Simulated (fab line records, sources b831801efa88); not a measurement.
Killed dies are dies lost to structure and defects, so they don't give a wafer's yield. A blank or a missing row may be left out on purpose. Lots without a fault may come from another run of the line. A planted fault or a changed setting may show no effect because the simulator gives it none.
Which tool did it? | flow gf180mcu | 24 lots, 72 wafers sampled, at 5 steps of a route of 602

WHAT THE GAUGES READ, wafer by wafer
GF_MIM_THK_MEAS_06.
lot  | measured     | on            | MIM_CVD_05_THK (nm)
L074 | day 24 12:11 | film_metro-04 | 42.0 40.9 41.8
L075 | day 24 14:07 | film_metro-01 | 43.0 43.8 43.0
L076 | day 24 22:11 | film_metro-04 | 42.5 43.3 42.8
L077 | day 25 16:47 | film_metro-01 | 41.9 42.8 42.1
L078 | day 26 01:41 | film_metro-01 | 41.6 42.3 41.5
L080 | day 26 16:22 | film_metro-02 | 41.0 41.2 41.3
L079 | day 26 18:43 | film_metro-02 | 41.9 42.4 42.6
L082 | day 27 03:25 | film_metro-04 | 41.8 42.8 42.0
L081 | day 27 04:44 | film_metro-04 | 40.8 41.8 41.6
L083 | day 27 12:01 | film_metro-02 | 40.6 42.2 41.0
L084 | day 27 21:17 | film_metro-02 | 41.3 41.8 41.3
L085 | day 28 05:38 | film_metro-02 | 40.9 41.8 42.2
L086 | day 28 06:27 | film_metro-04 | 42.2 42.5 42.7
L087 | day 28 18:20 | film_metro-01 | 41.4 40.8 41.9
L088 | day 28 20:02 | film_metro-04 | 41.1 41.4 42.1
L089 | day 29 05:44 | film_metro-02 | 41.0 42.1 42.3
L090 | day 29 12:13 | film_metro-02 | 40.9 41.2 41.6
L091 | day 29 13:59 | film_metro-04 | 41.9 41.6 41.8
L092 | day 29 21:26 | film_metro-02 | 41.1 41.8 41.5
L093 | day 30 09:02 | film_metro-04 | 40.9 42.0 41.9
L094 | day 30 11:44 | film_metro-01 | 42.0 42.3 43.2
L095 | day 30 17:31 | film_metro-04 | 42.6 43.0 43.0
L096 | day 31 01:02 | film_metro-01 | 41.5 42.6 42.4
L097 | day 31 09:23 | film_metro-02 | 41.6 40.6 42.1

GF_V5_THK_MEAS_01.
lot  | measured     | on            | V5_CVD_00_THK (nm)
L074 | day 26 08:20 | film_metro-04 | 298 301 307
L075 | day 26 09:35 | film_metro-04 | 300 296 300
L076 | day 26 15:48 | film_metro-03 | 301 300 300
L077 | day 27 15:14 | film_metro-04 | 309 304 308
L078 | day 27 17:49 | film_metro-02 | 299 301 302
L080 | day 28 09:38 | film_metro-02 | 302 298 297
L079 | day 28 12:46 | film_metro-03 | 299 302 300
L082 | day 28 20:05 | film_metro-03 | 304 304 302
L081 | day 28 21:26 | film_metro-03 | 308 309 308
L083 | day 29 03:23 | film_metro-02 | 304 306 303
L084 | day 29 13:13 | film_metro-02 | 302 304 300
L085 | day 29 20:12 | film_metro-02 | 306 303 301
L086 | day 29 21:29 | film_metro-03 | 301 301 303
L087 | day 30 09:49 | film_metro-02 | 299 301 304
L088 | day 30 10:55 | film_metro-02 | 302 300 305
L089 | day 30 20:26 | film_metro-02 | 305 305 303
L090 | day 31 02:01 | film_metro-03 | 300 297 305
L091 | day 31 04:29 | film_metro-03 | 298 302 307
L092 | day 31 10:20 | film_metro-03 | 301 301 300
L093 | day 31 22:27 | film_metro-04 | 303 301 300
L094 | day 32 00:58 | film_metro-02 | 301 306 301
L095 | day 32 04:32 | film_metro-04 | 293 295 296
L096 | day 32 13:08 | film_metro-02 | 307 304 302
L097 | day 32 20:10 | film_metro-03 | 300 304 301

WHICH TOOL RAN EACH LOT (tool, then ch and the chambers of the sampled wafers, then the start)
lot  | GF_V2_CMP_04                  | GF_V2_SPUTTER_21             | GF_MIM_SPUTTER_00
L074 | cmp-01 ch 0,1,2, day 19 05:51 | pvd_sputter-02, day 20 08:02 | pvd_sputter-04, day 24 11:55
L075 | cmp-01 ch 1,2,3, day 19 09:22 | pvd_sputter-03, day 20 10:32 | pvd_sputter-01, day 24 13:50
L076 | cmp-01 ch 1,2, day 19 18:44   | pvd_sputter-01, day 20 20:13 | pvd_sputter-02, day 24 21:56
L077 | cmp-01 ch 1,2, day 20 15:23   | pvd_sputter-01, day 21 15:54 | pvd_sputter-01, day 25 16:32
L078 | cmp-01 ch 1,2, day 21 01:03   | pvd_sputter-03, day 22 01:25 | pvd_sputter-01, day 26 01:26
L080 | cmp-01 ch 0,1,2, day 21 20:07 | pvd_sputter-02, day 22 20:14 | pvd_sputter-02, day 26 16:07
L079 | cmp-02 ch 0,2,3, day 21 21:49 | pvd_sputter-01, day 22 21:53 | pvd_sputter-02, day 26 18:28
L082 | cmp-01 ch 2,3, day 22 09:20   | pvd_sputter-03, day 23 09:22 | pvd_sputter-01, day 27 03:08
L081 | cmp-02 ch 0,1,3, day 22 09:47 | pvd_sputter-02, day 23 09:53 | pvd_sputter-02, day 27 04:29
L083 | cmp-01 ch 1,2, day 22 19:33   | pvd_sputter-02, day 23 19:14 | pvd_sputter-02, day 27 11:46
L084 | cmp-02 ch 1,3, day 23 05:14   | pvd_sputter-02, day 24 04:52 | pvd_sputter-02, day 27 21:01
L085 | cmp-01 ch 0,3, day 23 15:16   | pvd_sputter-01, day 24 14:12 | pvd_sputter-01, day 28 05:22
L086 | cmp-02 ch 2,3, day 23 15:56   | pvd_sputter-03, day 24 15:26 | pvd_sputter-01, day 28 06:11
L087 | cmp-01 ch 0,2,3, day 24 05:28 | pvd_sputter-03, day 25 04:47 | pvd_sputter-01, day 28 18:05
L088 | cmp-01 ch 0,1,2, day 24 07:19 | pvd_sputter-02, day 25 05:56 | pvd_sputter-01, day 28 19:47
L089 | cmp-02 ch 0,1,3, day 24 18:38 | pvd_sputter-03, day 25 16:56 | pvd_sputter-01, day 29 05:28
L090 | cmp-01 ch 0,2,3, day 25 01:04 | pvd_sputter-01, day 25 23:50 | pvd_sputter-02, day 29 11:57
L091 | cmp-01 ch 0,1,2, day 25 03:33 | pvd_sputter-01, day 26 01:52 | pvd_sputter-01, day 29 13:44
L092 | cmp-01 ch 0,1,2, day 25 11:56 | pvd_sputter-01, day 26 09:44 | pvd_sputter-04, day 29 21:11
L093 | cmp-01 ch 0,1,2, day 25 23:52 | pvd_sputter-02, day 26 19:23 | pvd_sputter-01, day 30 08:47
L094 | cmp-02 ch 0,2,3, day 26 04:28 | pvd_sputter-01, day 26 22:58 | pvd_sputter-02, day 30 11:29
L095 | cmp-01 ch 0,1,2, day 26 10:17 | pvd_sputter-02, day 27 06:26 | pvd_sputter-01, day 30 17:15
L096 | cmp-01 ch 0,1,2, day 26 16:02 | pvd_sputter-03, day 27 14:08 | pvd_sputter-04, day 31 00:47
L097 | cmp-01 ch 0,1,3, day 27 01:38 | pvd_sputter-02, day 27 23:23 | pvd_sputter-01, day 31 09:08
- GF_V2_CMP_04: polishes SiO2.
- GF_V2_SPUTTER_21: material Ti, target thk 15 nm, time 80.02 s.
- GF_MIM_SPUTTER_00: material Ti, target thk 37.5 nm, time 150 s.

WHAT THE TOOLS THEMSELVES READ (means of the sampled wafers that have a number; where no wafer has one, the mark that the record gives instead)
GF_V2_CMP_04.
lot  | tool   | motor_current_A (A) | time_to_endpoint_s (s)
L074 | cmp-01 | 11.0                | 82
L075 | cmp-01 | 11.8                | 76
L076 | cmp-01 | 11.6                | 84
L077 | cmp-01 | 12.0                | 86
L078 | cmp-01 | 11.1                | 82
L080 | cmp-01 | 11.2                | 97
L079 | cmp-02 | 11.6                | 90
L082 | cmp-01 | 11.0                | 88
L081 | cmp-02 | 11.7                | 86
L083 | cmp-01 | 11.3                | 95
L084 | cmp-02 | 11.7                | 90
L085 | cmp-01 | 11.3                | 98
L086 | cmp-02 | 12.2                | 86
L087 | cmp-01 | 10.8                | 98
L088 | cmp-01 | 11.0                | 84
L089 | cmp-02 | 11.8                | 79
L090 | cmp-01 | 11.1                | 89
L091 | cmp-01 | 10.9                | 80
L092 | cmp-01 | 11.0                | 84
L093 | cmp-01 | 11.0                | 91
L094 | cmp-02 | 12.0                | 87
L095 | cmp-01 | 11.2                | 93
L096 | cmp-01 | 11.3                | 92
L097 | cmp-01 | 11.5                | 88

GF_V2_SPUTTER_21.
lot  | tool           | throttle_valve_pct (%)
L074 | pvd_sputter-02 | 30.8
L075 | pvd_sputter-03 | 29.6
L076 | pvd_sputter-01 | 29.5
L077 | pvd_sputter-01 | 28.5
L078 | pvd_sputter-03 | 28.8
L080 | pvd_sputter-02 | 31.1
L079 | pvd_sputter-01 | 28.5
L082 | pvd_sputter-03 | 30.2
L081 | pvd_sputter-02 | 30.9
L083 | pvd_sputter-02 | 30.6
L084 | pvd_sputter-02 | 30.6
L085 | pvd_sputter-01 | 28.9
L086 | pvd_sputter-03 | 29.5
L087 | pvd_sputter-03 | 29.4
L088 | pvd_sputter-02 | 30.1
L089 | pvd_sputter-03 | 30.3
L090 | pvd_sputter-01 | 29.1
L091 | pvd_sputter-01 | 29.0
L092 | pvd_sputter-01 | 28.5
L093 | pvd_sputter-02 | 31.1
L094 | pvd_sputter-01 | 29.0
L095 | pvd_sputter-02 | 31.0
L096 | pvd_sputter-03 | 30.2
L097 | pvd_sputter-02 | 30.4

GF_MIM_SPUTTER_00.
lot  | tool           | throttle_valve_pct (%)
L074 | pvd_sputter-04 | 30.4
L075 | pvd_sputter-01 | 29.3
L076 | pvd_sputter-02 | 30.7
L077 | pvd_sputter-01 | 29.4
L078 | pvd_sputter-01 | 29.2
L080 | pvd_sputter-02 | 30.4
L079 | pvd_sputter-02 | 30.9
L082 | pvd_sputter-01 | 29.2
L081 | pvd_sputter-02 | 31.3
L083 | pvd_sputter-02 | 30.7
L084 | pvd_sputter-02 | 31.2
L085 | pvd_sputter-01 | 29.2
L086 | pvd_sputter-01 | 29.2
L087 | pvd_sputter-01 | 28.5
L088 | pvd_sputter-01 | 28.8
L089 | pvd_sputter-01 | 29.0
L090 | pvd_sputter-02 | 30.1
L091 | pvd_sputter-01 | 28.9
L092 | pvd_sputter-04 | 30.4
L093 | pvd_sputter-01 | 29.0
L094 | pvd_sputter-02 | 30.6
L095 | pvd_sputter-01 | 28.9
L096 | pvd_sputter-04 | 30.2
L097 | pvd_sputter-01 | 29.2

THE ANSWER, worked out from the rows above alone
Rule: what is usual is taken from the lots themselves. Put in order of their means at a reading, lots are off if they are a third of the lots or fewer, leave a main group of 4 or more, and stand apart from it by a gap of 3 or more times the standard deviation of the main group's means; of several such gaps the widest counts. A main group whose means are all the same, to the digits that the tables above print for the reading, isn't used. A lot without any number at a reading at which 4 lots or more have one is off too. The other lots that the step has rows for count as sound. The gauges are gone through in route order, then the tools' own readings, and for those a lot's mean is taken as printed above. The first step at which some lot is off is used, and at that step the reading that is off furthest; a lot without a number counts as furthest.
No lot is off at any reading shown: from this, nothing can be told.

WHAT THE SIMULATOR HAD PUT IN
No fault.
